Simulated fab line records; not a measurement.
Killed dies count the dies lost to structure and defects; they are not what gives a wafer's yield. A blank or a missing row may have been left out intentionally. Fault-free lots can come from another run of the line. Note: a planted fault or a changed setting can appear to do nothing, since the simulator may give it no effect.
fab line records	flow sky130
[record] lots = 12	wafers = 36	lastDay = 50
route steps=708 shown CONTACT@433 METAL1@435 VIA1@458 PAD_OPEN@708
lots with no fault: from the same line, run without faults
startH: the number of hours between the record's first day and the start of the first shown wafer of the lot	waitH: time in hours since the lot's previous step	" the same as in the row above	L1.1+2: a row that stands for several wafers	- no value, or no start given	* or withheld: withheld	< > ~ a bound
route shown NAME@n: a module of which the file shows steps, and the number in the route of the first	usual: the fault-free wafers' mean and standard deviation	same: alike in all rows	chamber/n: place in a boat	sites: readings site by site	_std_site: how widely they spread, as a standard deviation	_edge_site: the outer-site mean with the inner-site mean subtracted	radiusMm: for every site, how far away it sits from the centre of the wafer	mask NAME#n: copy n	behind: the most recent tool/chamber to have shaped the wafer	hold: the reason the lot was held/the length of the hold in hours/how it ended	device: the n, p or np transistor that did not switch	end of line: the tests these same wafers got at the end of their route	where a step has no rows: the recipe by itself	killed: count of dies lost to structure and defects at first sort (not the wafer's yield)	map: the dies of a wafer, with x for killed, . for not killed, _ for no die there
set.NAME: the setting that was run; set.NAME@STEP: the one run at that earlier step	model.NAME: the simulator's own value behind a step, which no gauge read
steps of the route over a sample of lots; a table a step, a row a wafer
services: the hour from which a tool's chamber was out of use, counted from the record's first day as startH (under 0 if before that day), plus the number of hours and why
[[steps]]
[step SKY_CONTACT_CMP_27]
[recipe] stopOn = SiO2	tOverpolishS = 15	downForcePsi = 3.5	platenRpm = 60	targetThkNm = 0	padVelocityMS = 0.94248
[usual] motorCurrentA = 10.4/0.89	overpolishRunS = 14.999/0.0089	timeToEndpointS = 82/3.2
lot.wafer	tool	chamber	startH	waitH	motorCurrentA	overpolishRunS	timeToEndpointS
L305.3	cmp-01	3	735.11	0.1	9.8	14.996	80
L305.2	"	1	"	"	10.4	15.016	79
L305.5	"	2	"	"	10.3	14.988	78
L306.2	cmp-02	2	748.73	0.0	11.7	15.022	84
L306.4	"	1	"	"	9.9	15.017	83
L306.6	"	2	"	"	11.8	15.014	83
L309.4	cmp-01	3	760.01	0.1	9.8	15.001	82
L309.2	"	1	"	"	11.1	14.977	79
L309.5	"	0	"	"	11.5	15.005	81
L308.2	cmp-01	0	765.37	0.0	11.9	15.012	82
L308.4	"	1	"	"	10.6	15.007	79
L308.6	"	0	"	"	12.0	14.991	82
L310.3	cmp-01	0	779.03	0.0	11.5	15.004	82
L310.4	"	1	"	"	10.5	15.024	82
L310.2	"	2	"	"	9.8	15.007	83
L311.1	cmp-01	1	789.99	0.1	10.6	14.999	77
L311.3	"	2	"	"	10.1	14.996	78
L311.4	"	3	"	"	9.4	14.994	80
L313.4	cmp-01	0	796.80	0.2	12.0	15.011	79
L313.1	"	1	"	"	10.2	14.998	79
L313.2	"	3	"	"	9.7	15.008	81
L323.4	cmp-01	2	874.72	0.0	9.8	14.998	80
L323.3	"	3	"	"	9.7	15.006	81
L323.2	"	1	"	"	10.4	15.005	79
L324.3	cmp-02	2	885.57	0.0	11.7	14.991	80
L324.2	"	3	"	"	10.3	15.008	84
L324.5	"	3	"	"	10.1	15.003	89
L326.1	cmp-02	1	893.71	0.1	9.4	15.006	84
L326.3	"	2	"	"	11.4	15.004	82
L326.5	"	1	"	"	9.2	15.001	82
L325.2	cmp-02	3	899.09	0.0	10.1	14.990	84
L325.4	"	1	"	"	9.5	15.008	81
L325.1	"	2	"	"	11.4	15.016	78
L327.1	cmp-02	3	908.48	0.1	9.9	14.999	84
L327.4	"	1	"	"	9.5	15.003	79
L327.6	"	0	"	"	10.7	14.991	85
[step SKY_METAL1_SPUTTER_01]
[recipe] material = TiN	targetThkNm = 20	powerW = 6500	timeS = 16.7	chamberPressurePa = 0.4
[usual] throttleValvePct = 30.3/1
lot.wafer	tool	chamber	startH	waitH	throttleValvePct
L305.2	pvdSputter-04	-	735.38	0.0	29.6
L305.3	"	-	"	"	31.0
L305.5	"	-	"	"	30.9
L306.2	pvdSputter-03	-	749.05	0.0	31.0
L306.4	"	-	"	"	28.4
L306.6	"	-	"	"	32.3
L309.2	pvdSputter-03	-	760.33	0.0	32.6
L309.4	"	-	"	"	28.3
L309.5	"	-	"	"	32.2
L308.2	pvdSputter-03	-	765.69	0.0	30.6
L308.4	"	-	"	"	30.9
L308.6	"	-	"	"	32.3
L310.2	pvdSputter-04	-	779.35	0.0	29.7
L310.3	"	-	"	"	30.5
L310.4	"	-	"	"	29.7
L311.1	pvdSputter-04	-	790.31	0.0	29.7
L311.3	"	-	"	"	29.9
L311.4	"	-	"	"	30.6
L313.1	pvdSputter-01	-	797.13	0.0	29.8
L313.2	"	-	"	"	28.9
L313.4	"	-	"	"	30.3
L323.2	pvdSputter-01	-	875.04	0.0	30.3
L323.3	"	-	"	"	31.0
L323.4	"	-	"	"	28.7
L324.2	pvdSputter-03	-	885.89	0.0	30.3
L324.3	"	-	"	"	28.6
L324.5	"	-	"	"	30.9
L326.1	pvdSputter-01	-	894.03	0.0	30.1
L326.3	"	-	"	"	31.2
L326.5	"	-	"	"	30.1
L325.1	pvdSputter-03	-	899.41	0.0	28.4
L325.2	"	-	"	"	31.2
L325.4	"	-	"	"	30.8
L327.1	pvdSputter-03	-	908.80	0.0	32.3
L327.4	"	-	"	"	28.4
L327.6	"	-	"	"	28.4
[step SKY_METAL1_DESCUM_17]
[recipe] chemistry = O2	sourcePowerW = 150	biasPowerW = 0	pressureMtorr = 10	tempC = 40	timeS = 8
[usual] drypumpMotorCurrentA = 5.4/0.59	oesProductAu = 0.998/0.0079
[same] biasPowerW = 0
lot.wafer	tool	chamber	startH	waitH	drypumpMotorCurrentA	oesProductAu	rfHoursCounterH
L305.2	rieMetal-02	0	762.52	0.0	5.2	1.004	5
L305.3	"	1	"	"	4.8	0.996	-
L305.5	"	1	"	"	4.8	0.992	-
L306.2	rieMetal-03	0	776.37	0.0	5.4	1.005	13
L306.4	"	1	"	"	6.7	1.007	-
L306.6	"	0	"	"	5.4	1.011	-
L309.2	rieMetal-02	0	788.29	0.0	5.2	1.001	6
L309.4	"	1	"	"	4.8	0.987	-
L309.5	"	1	"	"	4.8	1.007	-
L308.2	rieMetal-02	1	791.92	0.0	4.8	1.002	12
L308.4	"	0	"	"	5.2	0.998	-
L308.6	"	1	"	"	4.8	0.993	-
L310.2	rieMetal-04	1	805.67	0.0	6.0	0.985	6
L310.3	"	1	"	"	6.0	0.984	-
L310.4	"	0	"	"	5.4	0.993	-
L311.1	rieMetal-02	0	817.53	0.0	5.2	0.995	7
L311.3	"	0	"	"	5.2	0.998	-
L311.4	"	1	"	"	4.8	1.000	-
L313.1	rieMetal-04	1	824.44	0.0	6.0	0.986	7
L313.2	"	0	"	"	5.4	0.998	4
L313.4	"	1	"	"	6.0	0.986	-
L323.2	rieMetal-03	1	900.54	0.0	6.7	1.003	6
L323.3	"	0	"	"	5.4	0.989	-
L323.4	"	1	"	"	6.7	1.008	-
L324.2	rieMetal-03	1	911.12	0.0	6.6	1.012	7
L324.3	"	1	"	"	6.6	1.000	-
L324.5	"	1	"	"	6.7	0.996	-
L326.1	rieMetal-02	1	917.59	0.0	4.8	1.003	0
L326.3	"	1	"	"	4.8	1.006	-
L326.5	"	0	"	"	5.2	1.007	-
L325.1	rieMetal-03	1	924.19	0.0	6.7	1.007	7
L325.2	"	0	"	"	5.4	0.988	2
L325.4	"	1	"	"	6.7	1.013	-
L327.1	rieMetal-02	1	933.44	0.0	4.8	0.998	1
L327.4	"	1	"	"	4.8	1.003	-
L327.6	"	1	"	"	4.8	1.000	-
[step SKY_VIA1_HDPCVD_00]
[recipe] material = SiO2	targetThkNm = 1030	sigmaOpenFrac = 0.3	timeS = 171.7	tempC = 400	sih4FlowSccm = 60	pressureMtorr = 6
[usual] pressureMtorr = 5.999/0.012	sih4FlowSccm = 59.99/0.18
lot.wafer	tool	chamber	startH	waitH	pressureMtorr	sih4FlowSccm
L305.2	hdpcvd-02	0	763.34	0.0	6.010	59.97
L305.3	"	0	"	"	6.017	59.87
L305.5	"	0	"	"	6.010	59.76
L306.2	hdpcvd-02	2	777.21	0.0	5.978	60.01
L306.4	"	1	"	"	5.995	59.55
L306.6	"	2	"	"	6.005	60.10
L309.2	hdpcvd-01	1	789.13	0.0	5.990	60.21
L309.4	"	1	"	"	5.980	60.44
L309.5	"	2	"	"	5.995	59.91
L308.2	hdpcvd-01	0	792.76	0.0	5.996	60.07
L308.4	"	2	"	"	6.009	59.89
L308.6	"	0	"	"	5.992	60.22
L310.2	hdpcvd-01	2	806.49	0.0	5.998	59.85
L310.3	"	1	"	"	5.994	59.96
L310.4	"	1	"	"	6.013	60.15
L311.1	hdpcvd-01	0	818.66	0.0	6.008	29.95
L311.3	"	2	"	"	5.998	59.96
L311.4	"	0	"	"	5.999	30.00
L313.1	hdpcvd-01	2	825.22	0.0	5.973	60.04
L313.2	"	0	"	"	5.996	29.72
L313.4	"	1	"	"	5.999	59.74
L323.2	hdpcvd-02	0	901.32	0.0	6.013	60.03
L323.3	"	2	"	"	5.999	60.39
L323.4	"	2	"	"	5.994	60.05
L324.2	hdpcvd-01	2	911.93	0.0	5.990	60.02
L324.3	"	1	"	"	6.000	60.00
L324.5	"	1	"	"	6.002	60.08
L326.1	hdpcvd-01	0	918.37	0.0	5.979	59.66
L326.3	"	2	"	"	6.024	59.90
L326.5	"	1	"	"	5.981	59.78
L325.1	hdpcvd-02	2	925.00	0.0	6.007	59.65
L325.2	"	1	"	"	5.987	60.14
L325.4	"	0	"	"	5.983	60.10
L327.1	hdpcvd-02	1	934.44	0.0	5.993	60.02
L327.4	"	2	"	"	6.001	59.76
L327.6	"	1	"	"	6.009	59.94
[step SKY_VIA1_THK_MEAS_01]
[recipe] reads = SiO2_of_VIA1_HDPCVD_00
[usual] VIA1_HDPCVD_THK = 1028/12
lot.wafer	tool	chamber	startH	waitH	VIA1_HDPCVD_THK[nm]
L305.2	filmMetro-01	-	763.52	0.1	1028
L305.3	"	-	"	"	1030
L305.5	"	-	"	"	1023
L306.2	filmMetro-01	-	777.33	0.1	1017
L306.4	"	-	"	"	1011
L306.6	"	-	"	"	1024
L309.2	filmMetro-02	-	789.25	0.1	1049
L309.4	"	-	"	"	1049
L309.5	"	-	"	"	1052
L308.2	filmMetro-01	-	792.88	0.1	1052
L308.4	"	-	"	"	1044
L308.6	"	-	"	"	1036
L310.2	filmMetro-02	-	806.62	0.1	1042
L310.3	"	-	"	"	1044
L310.4	"	-	"	"	1038
L311.1	filmMetro-02	-	818.77	0.1	507
L311.3	"	-	"	"	1034
L311.4	"	-	"	"	513
L313.1	filmMetro-02	-	825.33	0.1	1029
L313.2	"	-	"	"	524
L313.4	"	-	"	"	1030
L323.2	filmMetro-01	-	901.44	0.1	1025
L323.3	"	-	"	"	1012
L323.4	"	-	"	"	1013
L324.2	filmMetro-03	-	912.05	0.1	1017
L324.3	"	-	"	"	1031
L324.5	"	-	"	"	1035
L326.1	filmMetro-02	-	918.49	0.1	1027
L326.3	"	-	"	"	1025
L326.5	"	-	"	"	1019
L325.1	filmMetro-01	-	925.11	0.1	1017
L325.2	"	-	"	"	1010
L325.4	"	-	"	"	1020
L327.1	filmMetro-03	-	934.55	0.1	1021
L327.4	"	-	"	"	1006
L327.6	"	-	"	"	1026
[step SKY_PAD_OPEN_PROBE_99]
[usual] defectLimitedYield = 82.2/1.9	killed_at_M0_to_M3 = 44/7.2	killed_at_M4_up = 3.0/1.9	killedAtContacts = 25/4.8	killedAtFrontEnd = 16/4.2	killedAtOther = 0.2/0.44	killedDies = 88/9.3	killedOpen = 48/7.1	killedShort = 40/6.5
[same] grossDies = 492	killedAtBackSide = 0
lot.wafer	tool	chamber	startH	waitH	defectLimitedYield[%]	killed_at_M0_to_M3	killed_at_M4_up	killedAtContacts	killedAtFrontEnd	killedAtOther	killedDies	killedOpen	killedShort
L305.2	prober-01	-	1076.16	0.1	83.5	51	1	19	10	0	81	45	36
L305.3	prober-01	-	1076.21	0.2	80.9	55	1	25	13	0	94	47	47
L305.5	prober-01	-	1076.31	0.2	82.5	46	3	21	16	0	86	41	45
L306.2	prober-02	-	1083.55	0.1	79.9	56	4	20	18	1	99	56	43
L306.4	prober-02	-	1083.65	0.2	81.7	40	6	26	18	0	90	58	32
L306.6	prober-02	-	1083.75	0.2	83.5	34	4	27	16	0	81	45	36
L309.2	prober-02	-	1098.46	0.1	79.7	62	5	20	13	0	100	57	43
L309.4	prober-02	-	1098.56	0.2	82.7	39	5	26	15	0	85	46	39
L309.5	prober-02	-	1098.61	0.2	82.5	46	0	25	15	0	86	52	34
L308.2	prober-01	-	1099.96	0.1	83.3	40	1	25	16	0	82	52	30
L308.4	prober-01	-	1100.06	0.2	81.5	47	3	28	13	0	91	51	40
L308.6	prober-01	-	1100.16	0.2	81.7	45	4	23	18	0	90	53	37
L310.2	prober-02	-	1107.23	0.1	80.7	38	3	26	28	0	95	51	44
L310.3	prober-02	-	1107.28	0.2	79.5	54	4	27	16	0	101	43	58
L310.4	prober-02	-	1107.33	0.2	83.3	44	2	21	15	0	82	47	35
L311.1	prober-01	-	1114.40	0.1	84.6	45	4	19	8	0	76	45	31
L311.3	prober-01	-	1114.50	0.2	80.7	40	7	36	12	0	95	50	45
L311.4	prober-01	-	1114.55	0.2	85.4	33	3	25	11	0	72	43	29
L313.1	prober-01	-	1122.01	0.1	83.7	36	3	27	14	0	80	46	34
L313.2	prober-01	-	1122.06	0.1	82.5	46	1	28	11	0	86	38	48
L313.4	prober-01	-	1122.16	0.2	82.5	46	3	24	13	0	86	50	36
L323.2	prober-01	-	1173.14	0.1	79.9	54	6	18	20	1	99	58	41
L323.3	prober-01	-	1173.19	0.2	82.9	34	1	27	22	0	84	39	45
L323.4	prober-01	-	1173.24	0.2	80.3	45	3	27	22	0	97	52	45
L324.2	prober-02	-	1181.60	0.1	79.9	55	6	23	14	1	99	61	38
L324.3	prober-02	-	1181.65	0.2	80.9	47	5	23	19	0	94	52	42
L324.5	prober-02	-	1181.75	0.2	82.3	48	6	26	7	0	87	49	38
L326.1	prober-01	-	1187.33	0.1	82.9	39	4	24	17	0	84	52	32
L326.3	prober-01	-	1187.43	0.2	83.9	41	0	25	13	0	79	45	34
L326.5	prober-01	-	1187.53	0.2	84.3	34	4	27	12	0	77	34	43
L325.1	prober-02	-	1191.75	0.1	83.7	32	0	33	15	0	80	49	31
L325.2	prober-02	-	1191.80	0.1	76.6	58	3	28	26	0	115	66	49
L325.4	prober-02	-	1191.90	0.2	81.9	35	3	31	20	0	89	48	41
L327.1	prober-01	-	1196.50	0.1	81.9	52	0	20	17	0	89	43	46
L327.4	prober-01	-	1196.65	0.2	82.3	50	8	19	10	0	87	46	41
L327.6	prober-01	-	1196.75	0.2	85.0	39	1	18	16	0	74	45	29
// killed by level:class
L305.2 VIA1:geometricParticle:open=14 VIA3:geometricParticle:open=7 METAL1:geometricParticle:short=7 VIA1:geometricParticle:short=7 VIA2:geometricParticle:open=6 CONTACT:geometricParticle:open=6 LI_CONTACT:geometricParticle:open=5 CONTACT:geometricParticle:short=5
L305.3 VIA1:geometricParticle:open=15 VIA1:geometricParticle:short=10 CONTACT:geometricParticle:open=9 METAL1:geometricParticle:short=8 VIA3:geometricParticle:open=8 FIELD_ISO:geometricParticle:short=5 LI_CONTACT:geometricParticle:open=4 LI_CONTACT:geometricParticle:short=4
L305.5 VIA1:geometricParticle:open=15 CONTACT:geometricParticle:open=6 METAL2:geometricParticle:short=6 POLY_GATE:geometricParticle:short=5 LI_CONTACT:geometricParticle:open=5 METAL1:geometricParticle:short=5 CONTACT:geometricParticle:short=4 VIA1:geometricParticle:short=4
L306.2 VIA1:geometricParticle:open=12 CONTACT:geometricParticle:open=10 VIA1:geometricParticle:short=9 METAL1:geometricParticle:short=9 FIELD_ISO:geometricParticle:open=7 VIA3:geometricParticle:open=7 VIA2:geometricParticle:open=6 FIELD_ISO:geometricParticle:short=5
L306.4 VIA1:geometricParticle:open=12 CONTACT:geometricParticle:open=10 LI_CONTACT:geometricParticle:open=6 VIA3:geometricParticle:open=6 CONTACT:geometricParticle:short=5 METAL1:geometricParticle:short=5 POLY_GATE:geometricParticle:open=4 SPACER:geometricParticle:open=4
L306.6 CONTACT:geometricParticle:open=12 CONTACT:geometricParticle:short=7 METAL1:geometricParticle:short=6 VIA3:geometricParticle:open=6 LI_CONTACT:geometricParticle:open=5 VIA1:geometricParticle:open=5 SPACER:geometricParticle:open=4 VIA3:geometricParticle:short=4
L309.2 VIA1:geometricParticle:open=18 LI_CONTACT:geometricParticle:open=8 METAL1:geometricParticle:short=7 VIA1:geometricParticle:short=7 VIA2:geometricParticle:open=7 METAL2:geometricParticle:short=6 CONTACT:geometricParticle:open=6 VIA3:geometricParticle:open=5
L309.4 VIA1:geometricParticle:open=14 LI_CONTACT:geometricParticle:short=6 LI_CONTACT:geometricParticle:open=6 CONTACT:geometricParticle:open=6 VIA2:geometricParticle:open=6 FIELD_ISO:geometricParticle:short=5 VIA3:geometricParticle:open=5 FIELD_ISO:geometricParticle:open=4
L309.5 CONTACT:geometricParticle:open=14 VIA3:geometricParticle:open=10 VIA1:geometricParticle:open=8 VIA1:geometricParticle:short=5 METAL2:geometricParticle:short=5 METAL1:geometricParticle:short=4 POLY_GATE:geometricParticle:short=3 LI_CONTACT:geometricParticle:open=3
L308.2 VIA1:geometricParticle:open=12 CONTACT:geometricParticle:open=11 POLY_GATE:geometricParticle:open=8 LI_CONTACT:geometricParticle:open=6 VIA3:geometricParticle:open=6 METAL1:geometricParticle:short=6 LI_CONTACT:geometricParticle:short=3 METAL2:geometricParticle:short=3
L308.4 CONTACT:geometricParticle:open=11 VIA1:geometricParticle:open=8 LI_CONTACT:geometricParticle:open=7 VIA2:geometricParticle:short=6 METAL2:geometricParticle:short=6 VIA3:geometricParticle:open=6 VIA2:geometricParticle:open=5 POLY_GATE:geometricParticle:short=4
L308.6 VIA2:geometricParticle:open=14 VIA1:geometricParticle:open=8 CONTACT:geometricParticle:open=8 LI_CONTACT:geometricParticle:open=6 VIA3:geometricParticle:short=5 FIELD_ISO:geometricParticle:open=4 POLY_GATE:geometricParticle:open=4 VIA2:geometricParticle:short=4
L310.2 CONTACT:geometricParticle:open=11 VIA1:geometricParticle:open=9 LI_CONTACT:geometricParticle:open=7 POLY_GATE:geometricParticle:short=6 METAL2:geometricParticle:short=6 POLY_GATE:geometricParticle:open=5 FIELD_ISO:geometricParticle:short=4 METAL1:geometricParticle:short=4
L310.3 LI_CONTACT:geometricParticle:open=9 VIA2:geometricParticle:short=9 VIA1:geometricParticle:open=8 VIA2:geometricParticle:open=8 METAL1:geometricParticle:short=7 CONTACT:geometricParticle:open=7 LOCAL_INTERCONNECT:geometricParticle:short=5 VIA1:geometricParticle:short=5
L310.4 VIA3:geometricParticle:open=7 VIA2:geometricParticle:open=7 CONTACT:geometricParticle:open=7 VIA1:geometricParticle:short=7 FIELD_ISO:geometricParticle:open=6 LI_CONTACT:geometricParticle:open=6 VIA1:geometricParticle:open=6 LOCAL_INTERCONNECT:geometricParticle:short=5
L311.1 CONTACT:geometricParticle:open=10 VIA1:geometricParticle:open=9 VIA1:geometricParticle:short=6 LI_CONTACT:geometricParticle:open=5 VIA3:geometricParticle:open=5 VIA2:geometricParticle:open=5 VIA3:geometricParticle:short=5 FIELD_ISO:geometricParticle:open=4
L311.3 LI_CONTACT:geometricParticle:open=15 CONTACT:geometricParticle:open=7 VIA3:geometricParticle:open=7 METAL4:geometricParticle:short=7 CONTACT:geometricParticle:short=6 VIA2:geometricParticle:short=6 FIELD_ISO:geometricParticle:open=5 LOCAL_INTERCONNECT:geometricParticle:short=5
L311.4 LI_CONTACT:geometricParticle:open=9 CONTACT:geometricParticle:open=8 VIA1:geometricParticle:open=8 FIELD_ISO:geometricParticle:short=6 VIA3:geometricParticle:open=5 VIA2:geometricParticle:open=5 LI_CONTACT:geometricParticle:short=3 VIA1:geometricParticle:short=3
L313.1 VIA1:geometricParticle:open=14 CONTACT:geometricParticle:open=11 CONTACT:geometricParticle:short=7 FIELD_ISO:geometricParticle:open=5 LI_CONTACT:geometricParticle:open=5 VIA3:geometricParticle:open=5 METAL2:geometricParticle:short=4 LI_CONTACT:geometricParticle:short=3
L313.2 VIA1:geometricParticle:open=9 VIA3:geometricParticle:open=9 LI_CONTACT:geometricParticle:short=6 CONTACT:geometricParticle:short=6 METAL1:geometricParticle:short=6 LOCAL_INTERCONNECT:geometricParticle:short=5 CONTACT:geometricParticle:open=5 VIA1:geometricParticle:short=5
L313.4 VIA3:geometricParticle:open=11 VIA1:geometricParticle:open=10 CONTACT:geometricParticle:open=9 CONTACT:geometricParticle:short=7 METAL2:geometricParticle:short=6 VIA2:geometricParticle:short=6 FIELD_ISO:geometricParticle:open=5 METAL2:geometricParticle:open=4
L323.2 VIA1:geometricParticle:open=12 VIA2:geometricParticle:open=11 CONTACT:geometricParticle:open=10 FIELD_ISO:geometricParticle:open=9 METAL2:geometricParticle:short=7 FIELD_ISO:geometricParticle:short=6 METAL1:geometricParticle:short=6 VIA3:geometricParticle:open=5
L323.3 CONTACT:geometricParticle:open=10 CONTACT:geometricParticle:short=7 POLY_GATE:geometricParticle:open=6 LI_CONTACT:geometricParticle:open=6 METAL2:geometricParticle:short=6 FIELD_ISO:geometricParticle:short=5 METAL1:geometricParticle:short=5 VIA1:geometricParticle:short=4
L323.4 VIA1:geometricParticle:open=11 FIELD_ISO:geometricParticle:open=10 CONTACT:geometricParticle:open=8 FIELD_ISO:geometricParticle:short=7 METAL2:geometricParticle:short=7 LI_CONTACT:geometricParticle:open=6 LOCAL_INTERCONNECT:geometricParticle:short=6 VIA1:geometricParticle:short=6
L324.2 VIA1:geometricParticle:open=14 CONTACT:geometricParticle:open=12 VIA3:geometricParticle:open=11 METAL2:geometricParticle:short=8 METAL1:geometricParticle:short=6 FIELD_ISO:geometricParticle:open=5 VIA2:geometricParticle:open=5 CONTACT:geometricParticle:short=4
L324.3 VIA1:geometricParticle:open=12 CONTACT:geometricParticle:open=10 FIELD_ISO:geometricParticle:open=8 VIA2:geometricParticle:open=6 METAL1:geometricParticle:short=6 VIA3:geometricParticle:open=5 CONTACT:geometricParticle:short=5 METAL4:geometricParticle:short=5
L324.5 VIA2:geometricParticle:open=12 VIA1:geometricParticle:open=8 LI_CONTACT:geometricParticle:open=7 METAL1:geometricParticle:short=7 CONTACT:geometricParticle:open=7 LOCAL_INTERCONNECT:geometricParticle:short=6 VIA1:geometricParticle:short=5 CONTACT:geometricParticle:short=4
L326.1 CONTACT:geometricParticle:open=11 VIA1:geometricParticle:open=9 VIA2:geometricParticle:open=8 LI_CONTACT:geometricParticle:open=6 VIA2:geometricParticle:short=5 FIELD_ISO:geometricParticle:open=4 POLY_GATE:geometricParticle:open=4 METAL2:geometricParticle:short=4
L326.3 CONTACT:geometricParticle:open=14 VIA1:geometricParticle:open=8 VIA1:geometricParticle:short=7 VIA2:geometricParticle:short=6 CONTACT:geometricParticle:short=5 VIA3:geometricParticle:open=5 FIELD_ISO:geometricParticle:open=4 FIELD_ISO:geometricParticle:short=3
L326.5 CONTACT:geometricParticle:open=10 CONTACT:geometricParticle:short=7 VIA2:geometricParticle:short=6 VIA1:geometricParticle:open=6 VIA3:geometricParticle:open=6 VIA1:geometricParticle:short=4 METAL4:geometricParticle:short=4 VIA2:geometricParticle:open=4
L325.1 LI_CONTACT:geometricParticle:open=12 CONTACT:geometricParticle:open=12 VIA1:geometricParticle:open=9 METAL2:geometricParticle:short=6 POLY_GATE:geometricParticle:open=4 POLY_GATE:geometricParticle:short=4 LOCAL_INTERCONNECT:geometricParticle:short=4 VIA1:geometricParticle:short=4
L325.2 VIA1:geometricParticle:open=14 LI_CONTACT:geometricParticle:open=10 VIA3:geometricParticle:open=9 METAL1:geometricParticle:short=9 CONTACT:geometricParticle:open=7 VIA2:geometricParticle:open=7 FIELD_ISO:geometricParticle:open=6 FIELD_ISO:geometricParticle:short=5
L325.4 LI_CONTACT:geometricParticle:open=11 METAL2:geometricParticle:short=9 VIA2:geometricParticle:open=7 VIA3:geometricParticle:open=7 FIELD_ISO:geometricParticle:open=6 CONTACT:geometricParticle:short=6 CONTACT:geometricParticle:open=6 LI_CONTACT:geometricParticle:short=5
L327.1 VIA2:geometricParticle:open=10 METAL1:geometricParticle:short=8 METAL2:geometricParticle:short=8 FIELD_ISO:geometricParticle:open=7 CONTACT:geometricParticle:open=7 VIA2:geometricParticle:short=7 LI_CONTACT:geometricParticle:open=6 VIA1:geometricParticle:open=6
L327.4 LI_CONTACT:geometricParticle:open=12 VIA1:geometricParticle:open=9 METAL4:geometricParticle:short=8 METAL1:geometricParticle:short=8 METAL2:geometricParticle:short=7 VIA2:geometricParticle:open=7 VIA3:geometricParticle:open=7 FIELD_ISO:geometricParticle:short=3
L327.6 CONTACT:geometricParticle:open=8 FIELD_ISO:geometricParticle:short=7 LI_CONTACT:geometricParticle:open=7 VIA1:geometricParticle:open=7 VIA2:geometricParticle:open=7 FIELD_ISO:geometricParticle:open=5 METAL1:geometricParticle:short=5 VIA3:geometricParticle:open=5
[[services]]
tool	chamber	startH	hours	kind
cmp-01	-	714.75	5.1	repair
hdpcvd-01	-	729.44	0.8	repair
pvdSputter-03	-	732.93	1.7	repair
rieMetal-02	-	734.83	0.6	repair
cmp-02	-	744.00	4.0	pm
cmp-02	-	755.60	2.5	repair
cmp-02	-	756.77	61.1	repair
hdpcvd-02	1	758.38	10.2	repair
cmp-02	-	767.53	1.0	repair
rieMetal-03	-	782.75	1.2	repair
hdpcvd-01	-	799.76	4.3	pm
cmp-02	-	806.56	2.3	repair
rieMetal-03	1	816.45	12.4	repair
cmp-02	-	817.88	5.0	pm
cmp-01	-	822.86	5.5	pm
rieMetal-03	1	836.14	14.0	repair
pvdSputter-03	-	838.27	1.9	repair
cmp-01	-	865.72	1.6	repair
cmp-01	-	868.11	0.4	repair
cmp-02	-	910.81	1.0	repair
cmp-01	-	911.95	10.2	pm
cmp-02	-	920.14	1.0	repair
cmp-01	-	922.15	4.0	pm
rieMetal-02	0	927.23	11.1	repair
[[key]]
[firstSign] step = SKY_VIA1_HDPCVD_00	reading = sih4FlowSccm	direction = down	sigmas = 99+	usual = 59.99	struck = 29.89
[effect] step = SKY_VIA1_THK_MEAS_01	reading = VIA1_HDPCVD_THK	direction = down	sigmas = 45	usual = 1028	struck = 515
metAt SKY_VIA1_HDPCVD_00
struckLots L311,L313
struckWafers L311.1,L311.4,L313.2
notActingAt SKY_CONTACT_CMP_27,SKY_METAL1_SPUTTER_01,SKY_METAL1_DESCUM_17
onsetBetween 792.76 818.66
[fault] kind = processParameterDrift	tool = hdpcvd-01	chamber = 0	onsetH = 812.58	steps = SKY_VIA1_HDPCVD_00	channel = sih4FlowSccm	offset = -30	shape = step	endH = 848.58	actsIn = theseRecipesOnly	stated = 60
